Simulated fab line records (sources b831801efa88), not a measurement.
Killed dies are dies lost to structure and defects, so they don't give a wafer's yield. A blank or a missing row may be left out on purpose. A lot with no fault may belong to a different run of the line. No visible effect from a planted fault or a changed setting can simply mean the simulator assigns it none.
Split-lot trial | flow sfq-line | on a route of 325 steps: 5 lots, 23 wafers read

ON THE SPLIT
At SFQ_TRILAYER_M6_LITHO_COAT_159 (resist thk 600 nm), the setting spin-rpm was moved away from the recipe's 3000 rpm on 4 of the 23 wafers read, by -6.2% to +7.1%. This setting was run at the recipe's value on the other wafers.

FROM THE SPLIT TO THE READING: what the file shows between them, 3 steps
- SFQ_TRILAYER_M6_LITHO_PEB_162: peb time 60 s (also split here: peb-temp-c)
- SFQ_TRILAYER_M6_LITHO_DEVELOP_161: time 60 s
- SFQ_TRILAYER_M6_BARC_OPEN_METAL_ETCH_206: etches BARC in O2, target depth 125 nm, time 41.7 s

THE READING
KrF_of_TRILAYER_M6_LITHO_COAT_159.thk-nm (the simulator's own value, which no gauge read), in nm, at SFQ_TRILAYER_M6_ETCH_METAL_ETCH_162 (etches Nb in Cl2/Ar, stops on SiO2, target depth 240 nm, time 116.9 s). The file gives no usual value for it. The 19 wafers here that ran the recipe average 384.1 nm, standard deviation 3.5 nm.

wafer  | tool, chamber at the split | spin-rpm as run, rpm | against the recipe | KrF_of_TRILAYER_M6_LITHO_COAT_159.thk-nm, nm | against lot-mates on the recipe
L076.1 | litho-track-03, 0          | 3000                 | recipe             | 386                                          | -
L076.2 | litho-track-03, 0          | 3000                 | recipe             | 379.6                                        | -
L076.3 | litho-track-03, 0          | 3000                 | recipe             | 386.4                                        | -
L076.4 | litho-track-03, 0          | 3000                 | recipe             | 381.5                                        | -
L076.6 | litho-track-03, 0          | 3000                 | recipe             | 377.4                                        | -
L078.1 | litho-track-02, 0          | 2813                 | -6.2%              | 404.5                                        | +16.6
L078.2 | litho-track-02, 0          | 3000                 | recipe             | 388.4                                        | -
L078.4 | litho-track-02, 0          | 3000                 | recipe             | 384.6                                        | -
L078.5 | litho-track-02, 0          | 3000                 | recipe             | 390.7                                        | -
L078.6 | litho-track-02, 0          | 2813                 | -6.2%              | 402                                          | +14.1
L079.2 | litho-track-03, 0          | 3000                 | recipe             | 387.6                                        | -
L079.3 | litho-track-03, 0          | 3000                 | recipe             | 381.2                                        | -
L079.5 | litho-track-03, 0          | 3000                 | recipe             | 380.3                                        | -
L080.1 | litho-track-03, 0          | 3000                 | recipe             | 382.1                                        | -
L080.3 | litho-track-03, 0          | 3000                 | recipe             | 381.7                                        | -
L080.4 | litho-track-03, 0          | 3000                 | recipe             | 388                                          | -
L080.5 | litho-track-03, 0          | 3000                 | recipe             | 387.1                                        | -
L080.6 | litho-track-03, 0          | 3000                 | recipe             | 380.6                                        | -
L081.1 | litho-track-02, 0          | 3000                 | recipe             | 383.3                                        | -
L081.2 | litho-track-02, 0          | 3000                 | recipe             | 384.4                                        | -
L081.4 | litho-track-02, 0          | 3213                 | +7.1%              | 361.5                                        | -23.2
L081.5 | litho-track-02, 0          | 3213                 | +7.1%              | 359.6                                        | -25.1
L081.6 | litho-track-02, 0          | 3000                 | recipe             | 386.3                                        | -

THE FIT
A straight line over all 23 wafers: KrF_of_TRILAYER_M6_LITHO_COAT_159.thk-nm changes by -3.21 nm for each +1% of spin-rpm; r = -0.94; the points scatter about the line by 3.4 nm.
The same after taking each lot's own level away (the mean of its wafers on the recipe; 23 wafers): -2.98 nm for each +1%; r = -0.94; scatter 3.1 nm.
The reading moves by 21 nm for the largest change in spin-rpm, on that fit.
Across the lots, their own levels run from 382.18 to 387.90 nm, a range of 1.6 times the standard deviation given above.
So the lot-to-lot level changes the slope little: the two slopes agree.
Check: with one of the wafers moved furthest among these (+7.1%) left out of the fit, the line predicts -21.1 nm for it against its lot-mates. It came out at -23.2 nm against them.

ADDITIONAL SPLITS CARRIED BY THESE WAFERS
Note: prior to the reading, these wafers also went through further splits. Each is held against what the fit with the lots' levels taken away leaves over:
other split on the same wafers           | wafers away from the commonest value | r with KrF_of_TRILAYER_M6_LITHO_COAT_159.thk-nm (lot level and that fit taken away)
SFQ_TRILAYER_R5_LITHO_PEB_139 peb-time-s | 8                                    | +0.07
SFQ_TRILAYER_C5_LITHO_COAT_156 spin-rpm  | 4                                    | +0.10
SFQ_TRILAYER_M6_LITHO_PEB_162 peb-temp-c | 8                                    | +0.19

THE WHOLE CHAIN: every reading that the file lists as answering this split, in the file's order
step                                | what it does                                                          | reading                                                                                   | change (the file's fit)              | r (the file's)
SFQ_TRILAYER_M6_LITHO_COAT_159      | resist thk 600 nm                                                     | KrF_of_TRILAYER_M6_LITHO_COAT_159.thk-nm (the simulator's own value, which no gauge read) | -3.1 nm for each +1% of the setting  | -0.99
SFQ_TRILAYER_M6_ETCH_METAL_ETCH_162 | etches Nb in Cl2/Ar, stops on SiO2, target depth 240 nm, time 116.9 s | KrF_of_TRILAYER_M6_LITHO_COAT_159.thk-nm (the simulator's own value, which no gauge read) | -2.99 nm for each +1% of the setting | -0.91

THE FILE'S OWN FIT
KrF_of_TRILAYER_M6_LITHO_COAT_159.thk-nm changes by -2.99 nm for each +1% of spin-rpm, r = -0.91.
